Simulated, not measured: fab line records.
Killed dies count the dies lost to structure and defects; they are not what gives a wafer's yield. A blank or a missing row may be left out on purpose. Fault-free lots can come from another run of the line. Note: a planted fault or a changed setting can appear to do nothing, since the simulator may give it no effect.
fab line records    flow sky130
record: lots: 15  wafers: 45  last-day: 50
route steps=708 shown NWELL@73 VT_ADJUST_LVTN@107 LI_CONTACT@364
lots with no fault: from the same line, run without faults
start-h: the number of hours between the record's first day and the start of the first shown wafer of the lot    wait-h: hours from the lot's prior step to this one    " identical to the entry in the row above    L1.1+2: several wafers, shown together as one row    - either no value or no given start    * or withheld: withheld    < > ~ a bound
route shown NAME@n: a module of which the file shows steps, and the number in the route of the first    usual: the fault-free wafers' mean and standard deviation    same: alike in all rows    chamber/n: place in a boat    sites: the reading at each site    _std_site: standard deviation of those values    _edge_site: mean of outer sites minus mean of inner sites    radius-mm: how far each site lies from the wafer's centre    mask NAME#n: copy n    behind: the last tool/chamber to shape the wafer    hold: why the lot went on hold/how many hours it stayed there/how the hold came to an end    device: whichever transistor did not switch (one of n, p or np)    end of line: the tests these same wafers got at the end of their route    a step given without rows: its recipe and nothing more    killed: at the first sort, the dies lost to defects and structure; wafer yield is something else    map: per-die view of a wafer (x killed, . not killed, _ where there is no die)
set.NAME: setting as actually run; set.NAME@STEP: the setting as run at that earlier step    model.NAME: the simulator's own value behind a step, which no gauge read
one table for each step of the route and one row for each wafer, over a sample of lots
services: when a tool's chamber went out of use (start-h, in hours from the record's first day, below 0 if earlier), for how many hours, and the reason
== steps ==
step: SKY_NWELL_EXPOSE_20
recipe: mask-id: NWM_COMPLEMENT  na: 0.6  source-shape: conventional  sigma-outer: 0.6  polarization: unpolarized  target-cd-nm: 840  dose-mj: 260
usual: exposure-dose-mJ-cm2: 259.95/0.26  focus-offset-nm: -0.1/0.51  reticle-temp-C: 22.98/0.12  stage-vel-mm-s: 500.04/0.25
lot.wafer  tool              chamber  start-h  wait-h  mask              exposure-dose-mJ-cm2  focus-offset-nm  reticle-temp-C  stage-vel-mm-s
L721.1     iline-stepper-02  0        105.73   -       NWM_COMPLEMENT#0  259.90                -0.2             23.07           500.24
L721.3     "                 0        "        "       NWM_COMPLEMENT#0  260.09                0.0              23.07           499.72
L721.4     "                 0        "        "       NWM_COMPLEMENT#0  260.11                -0.4             22.96           500.07
L722.2     iline-stepper-01  0        109.13   -       NWM_COMPLEMENT#0  259.76                -1.0             23.02           500.20
L722.3     "                 0        "        "       NWM_COMPLEMENT#0  260.15                -0.4             22.94           499.85
L722.4     "                 0        "        "       NWM_COMPLEMENT#0  259.92                -0.5             23.04           500.53
L724.1     iline-stepper-01  0        126.95   -       NWM_COMPLEMENT#0  260.05                0.3              22.96           500.17
L724.5     "                 0        "        "       NWM_COMPLEMENT#0  259.65                0.3              23.05           500.27
L724.6     "                 0        "        "       NWM_COMPLEMENT#0  259.83                0.5              23.10           500.24
L725.1     iline-stepper-01  0        132.77   -       NWM_COMPLEMENT#0  259.84                -0.3             23.00           500.12
L725.2     "                 0        "        "       NWM_COMPLEMENT#0  259.84                0.0              22.99           500.23
L725.5     "                 0        "        "       NWM_COMPLEMENT#0  259.81                0.1              22.90           500.07
L726.1     iline-stepper-01  0        137.07   -       NWM_COMPLEMENT#0  260.09                -0.4             23.07           499.91
L726.3     "                 0        "        "       NWM_COMPLEMENT#0  260.27                -0.5             23.10           500.24
L726.6     "                 0        "        "       NWM_COMPLEMENT#0  259.91                0.2              23.08           500.28
L730.1     iline-stepper-01  -        159.73   -       NWM_COMPLEMENT#0  -                     -                -               -
L730.2     "                 -        "        "       NWM_COMPLEMENT#0  -                     -                -               -
L730.5     "                 -        "        "       NWM_COMPLEMENT#0  -                     -                -               -
L731.4     iline-stepper-01  -        165.74   -       NWM_COMPLEMENT#0  -                     -                -               -
L731.5     "                 -        "        "       NWM_COMPLEMENT#0  -                     -                -               -
L731.6     "                 -        "        "       NWM_COMPLEMENT#0  -                     -                -               -
L732.1     iline-stepper-02  -        171.43   -       NWM_COMPLEMENT#0  -                     -                -               -
L732.2     "                 -        "        "       NWM_COMPLEMENT#0  -                     -                -               -
L732.5     "                 -        "        "       NWM_COMPLEMENT#0  -                     -                -               -
L734.1     iline-stepper-01  0        183.11   -       NWM_COMPLEMENT#0  259.93                -0.3             22.89           500.10
L734.2     "                 0        "        "       NWM_COMPLEMENT#0  260.10                0.3              22.84           499.84
L734.6     "                 0        "        "       NWM_COMPLEMENT#0  260.09                0.1              22.74           500.18
L735.2     iline-stepper-02  0        188.36   -       NWM_COMPLEMENT#0  259.88                -0.6             22.93           500.13
L735.3     "                 0        "        "       NWM_COMPLEMENT#0  259.57                0.1              22.99           500.15
L735.6     "                 0        "        "       NWM_COMPLEMENT#0  259.94                0.6              22.72           500.14
L736.2     iline-stepper-02  0        193.13   -       NWM_COMPLEMENT#0  259.94                0.0              22.95           499.81
L736.3     "                 0        "        "       NWM_COMPLEMENT#0  260.08                0.1              22.99           500.14
L736.5     "                 0        "        "       NWM_COMPLEMENT#0  260.10                0.2              22.97           499.91
L738.1     iline-stepper-01  0        205.28   -       NWM_COMPLEMENT#0  259.57                -0.4             23.01           500.04
L738.2     "                 0        "        "       NWM_COMPLEMENT#0  259.63                0.0              23.07           500.01
L738.6     "                 0        "        "       NWM_COMPLEMENT#0  259.24                -0.6             23.08           499.35
L739.1     iline-stepper-01  0        211.13   -       NWM_COMPLEMENT#0  260.52                0.5              22.89           500.22
L739.2     "                 0        "        "       NWM_COMPLEMENT#0  260.22                0.3              23.28           500.12
L739.4     "                 0        "        "       NWM_COMPLEMENT#0  259.93                1.2              22.99           500.03
L742.2     iline-stepper-02  0        231.24   -       NWM_COMPLEMENT#0  259.93                0.0              23.11           500.04
L742.4     "                 0        "        "       NWM_COMPLEMENT#0  260.22                -0.8             23.10           499.75
L742.5     "                 0        "        "       NWM_COMPLEMENT#0  259.87                -0.2             23.24           500.39
L741.3     iline-stepper-01  0        231.50   -       NWM_COMPLEMENT#0  259.97                -0.8             22.84           500.35
L741.5     "                 0        "        "       NWM_COMPLEMENT#0  259.78                -0.5             22.93           500.41
L741.6     "                 0        "        "       NWM_COMPLEMENT#0  260.04                -0.3             22.99           500.51
step: SKY_VT_ADJUST_LVTN_TW_MEAS_10
usual: VT_ADJUST_LVTN_TW: 241.4/1.1
lot.wafer  tool           chamber  start-h  wait-h  VT_ADJUST_LVTN_TW
L721.1     film-metro-02  -        154.70   0.1     242.6
L721.3     "              -        "        "       241.5
L721.4     "              -        "        "       240.6
L722.2     film-metro-02  -        157.56   0.1     241.6
L722.3     "              -        "        "       241.1
L722.4     "              -        "        "       241.2
L724.1     film-metro-04  -        176.53   0.1     241.0
L724.5     "              -        "        "       241.7
L724.6     "              -        "        "       241.7
L725.1     film-metro-02  -        183.85   0.1     242.6
L725.2     "              -        "        "       242.0
L725.5     "              -        "        "       241.6
L726.1     film-metro-01  -        187.85   0.1     241.3
L726.3     "              -        "        "       241.2
L726.6     "              -        "        "       241.0
L730.1     film-metro-04  -        212.15   0.1     242.6
L730.2     "              -        "        "       242.0
L730.5     "              -        "        "       242.0
L731.4     film-metro-01  -        218.93   0.1     241.8
L731.5     "              -        "        "       241.8
L731.6     "              -        "        "       241.4
L732.1     film-metro-02  -        226.40   0.1     241.9
L732.2     "              -        "        "       241.6
L732.5     "              -        "        "       241.6
L734.1     film-metro-02  -        238.20   0.1     242.9
L734.2     "              -        "        "       240.7
L734.6     "              -        "        "       242.7
L735.2     film-metro-01  -        244.16   0.1     241.9
L735.3     "              -        "        "       240.7
L735.6     "              -        "        "       241.3
L736.2     film-metro-01  -        250.96   0.1     244.1
L736.3     "              -        "        "       242.6
L736.5     "              -        "        "       241.8
L738.1     film-metro-02  -        263.60   0.1     239.0
L738.2     "              -        "        "       238.5
L738.6     "              -        "        "       239.9
L739.1     film-metro-01  -        269.60   0.1     243.2
L739.2     "              -        "        "       242.4
L739.4     "              -        "        "       242.7
L742.2     film-metro-02  -        290.50   0.1     241.4
L742.4     "              -        "        "       241.0
L742.5     "              -        "        "       242.2
L741.3     film-metro-02  -        292.07   0.1     241.4
L741.5     "              -        "        "       241.5
L741.6     "              -        "        "       241.2
step: SKY_VT_ADJUST_LVTN_OVL_MEAS_18
usual: VT_ADJUST_LVTN_01_OVL: 2.1/1.6
lot.wafer  tool        chamber  start-h  wait-h  VT_ADJUST_LVTN_01_OVL[nm]
L721.1     overlay-02  -        175.52   0.1     0.4
L721.3     "           -        "        "       1.9
L721.4     "           -        "        "       3.5
L722.2     overlay-01  -        177.82   0.1     2.2
L722.3     "           -        "        "       1.3
L722.4     "           -        "        "       0.4
L724.1     overlay-02  -        196.77   0.1     5.8
L724.5     "           -        "        "       4.1
L724.6     "           -        "        "       4.1
L725.1     overlay-02  -        204.02   0.1     3.5
L725.2     "           -        "        "       3.2
L725.5     "           -        "        "       3.4
L726.1     overlay-02  -        208.82   0.1     2.3
L726.3     "           -        "        "       3.5
L726.6     "           -        "        "       3.2
L730.1     overlay-01  -        234.22   0.1     1.8
L730.2     "           -        "        "       3.5
L730.5     "           -        "        "       0.0
L731.4     overlay-01  -        241.73   0.1     0.3
L731.5     "           -        "        "       0.6
L731.6     "           -        "        "       1.3
L732.1     overlay-01  -        249.82   0.1     1.5
L732.2     "           -        "        "       3.0
L732.5     "           -        "        "       2.3
L734.1     overlay-02  -        262.36   0.1     1.5
L734.2     "           -        "        "       -0.3
L734.6     "           -        "        "       2.0
L735.2     overlay-01  -        267.72   0.1     -0.3
L735.3     "           -        "        "       1.0
L735.6     "           -        "        "       1.2
L736.2     overlay-02  -        274.16   0.1     3.7
L736.3     "           -        "        "       3.0
L736.5     "           -        "        "       2.8
L738.1     overlay-02  -        286.31   0.1     4.9
L738.2     "           -        "        "       4.9
L738.6     "           -        "        "       3.6
L739.1     overlay-01  -        292.91   0.1     -1.1
L739.2     "           -        "        "       -0.9
L739.4     "           -        "        "       -0.1
L742.2     overlay-02  -        315.76   0.1     3.0
L742.4     "           -        "        "       3.1
L742.5     "           -        "        "       3.4
L741.3     overlay-02  -        317.38   0.1     0.6
L741.5     "           -        "        "       2.1
L741.6     "           -        "        "       1.2
step: SKY_LI_CONTACT_CMP_02
recipe: material: PSG  down-force-psi: 4  platen-rpm: 60  pad-velocity-m-s: 0.94248
usual: motor-current-A: 11.2/0.72  time-to-endpoint-s: 32.7/2.1
lot.wafer  tool    chamber  start-h  wait-h  motor-current-A  time-to-endpoint-s
L721.3     cmp-02  1        667.70   0.0     10.7             31.5
L721.1     "       3        "        "       11.3             31.8
L721.4     "       0        "        "       10.9             35.8
L722.4     cmp-02  3        669.26   0.0     11.3             31.1
L722.2     "       1        "        "       10.6             32.4
L722.3     "       2        "        "       11.8             34.3
L724.1     cmp-02  2        689.80   0.1     11.2             31.5
L724.5     "       0        "        "       10.0             31.8
L724.6     "       1        "        "       10.9             32.5
L726.3     cmp-01  2        702.34   0.0     10.8             31.1
L726.1     "       3        "        "       12.1             33.4
L726.6     "       2        "        "       10.9             30.4
L725.1     cmp-02  2        703.16   0.1     12.3             34.0
L725.2     "       3        "        "       11.9             33.3
L725.5     "       2        "        "       11.9             33.0
L732.1     cmp-02  0        755.09   0.1     10.3             26.8
L732.2     "       1        "        "       10.7             28.1
L732.5     "       2        "        "       11.8             31.7
L730.1     cmp-01  3        757.10   0.1     12.5             35.8
L730.2     "       1        "        "       10.0             31.8
L730.5     "       3        "        "       12.6             32.6
L731.4     cmp-02  0        758.49   0.0     10.2             33.1
L731.5     "       0        "        "       10.3             32.4
L731.6     "       1        "        "       10.8             30.7
L734.1     cmp-02  3        771.94   0.1     11.5             34.3
L734.2     "       0        "        "       10.2             35.8
L734.6     "       0        "        "       10.5             34.4
L735.2     cmp-01  0        778.09   0.1     12.1             32.6
L735.3     "       1        "        "       10.3             36.1
L735.6     "       2        "        "       11.2             31.2
L736.3     cmp-01  0        788.29   0.1     12.1             30.3
L736.2     "       1        "        "       10.4             32.2
L736.5     "       0        "        "       12.0             33.9
L738.1     cmp-02  2        792.48   0.1     11.0             33.0
L738.2     "       1        "        "       11.2             31.9
L738.6     "       2        "        "       12.4             30.8
L739.2     cmp-02  1        799.97   0.1     10.9             30.3
L739.4     "       2        "        "       10.8             32.8
L739.1     "       3        "        "       11.8             34.8
L741.3     cmp-01  1        823.37   0.0     10.3             31.7
L741.6     "       1        "        "       10.6             34.6
L741.5     "       2        "        "       11.4             32.8
L742.2     cmp-02  0        824.24   0.1     11.4             32.7
L742.4     "       2        "        "       11.9             31.0
L742.5     "       3        "        "       11.1             32.3
== services ==
tool              chamber  start-h  hours  kind
iline-stepper-01  -        159.97   4.3    pm
cmp-02            -        173.02   4.1    repair
cmp-02            -        178.37   0.7    repair
cmp-02            -        189.88   18.6   repair
cmp-02            -        197.62   1.8    repair
cmp-02            -        250.23   0.7    repair
iline-stepper-01  -        278.30   1.7    pm
cmp-02            -        280.00   3.7    pm
cmp-02            -        295.60   1.7    repair
iline-stepper-01  -        310.56   16.8   repair
cmp-02            -        326.01   2.1    repair
cmp-02            -        371.56   3.4    repair
iline-stepper-01  -        381.33   4.4    pm
cmp-02            -        385.10   15.9   pm
cmp-02            -        404.00   4.0    pm
cmp-02            -        450.03   1.4    repair
iline-stepper-01  -        496.48   1.7    pm
cmp-02            -        558.60   3.5    repair
iline-stepper-01  -        580.70   2.1    pm
cmp-02            -        589.84   6.4    repair
cmp-02            -        649.00   5.6    pm
cmp-02            -        656.61   2.3    repair
cmp-02            -        676.88   1.2    repair
iline-stepper-01  -        714.66   1.7    pm
== key ==
first-sign: step: SKY_NWELL_EXPOSE_20  reading: tool-record  direction: missing
effect none on later readings
met-at SKY_NWELL_EXPOSE_20
struck-lots L730,L731,L732
sort-left-out L730.1,L730.2,L730.5,L731.4,L731.5,L731.6,L732.1,L732.2,L732.5
tester-left-out L730,L731,L732
not-acting-at SKY_VT_ADJUST_LVTN_TW_MEAS_10,SKY_VT_ADJUST_LVTN_OVL_MEAS_18,SKY_LI_CONTACT_CMP_02
onset-between 137.07 159.73
fault: kind: skipped-step-whole  tool: iline-stepper-01,iline-stepper-02  chamber: -  onset-h: 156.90  steps: SKY_NWELL_EXPOSE_20  scope: struck-lots-only
tester-left-out: of these lots the tester's yield and bins aren't shown, on N5 and GAA mostly nor the transistor test; their killed dies are dies lost to structure and defects alone, not to doping, threshold or leakage, so they don't give the yield
sort-left-out: the simulated sort isn't trusted on such a fault, so these wafers' sort isn't shown, and their yield isn't known
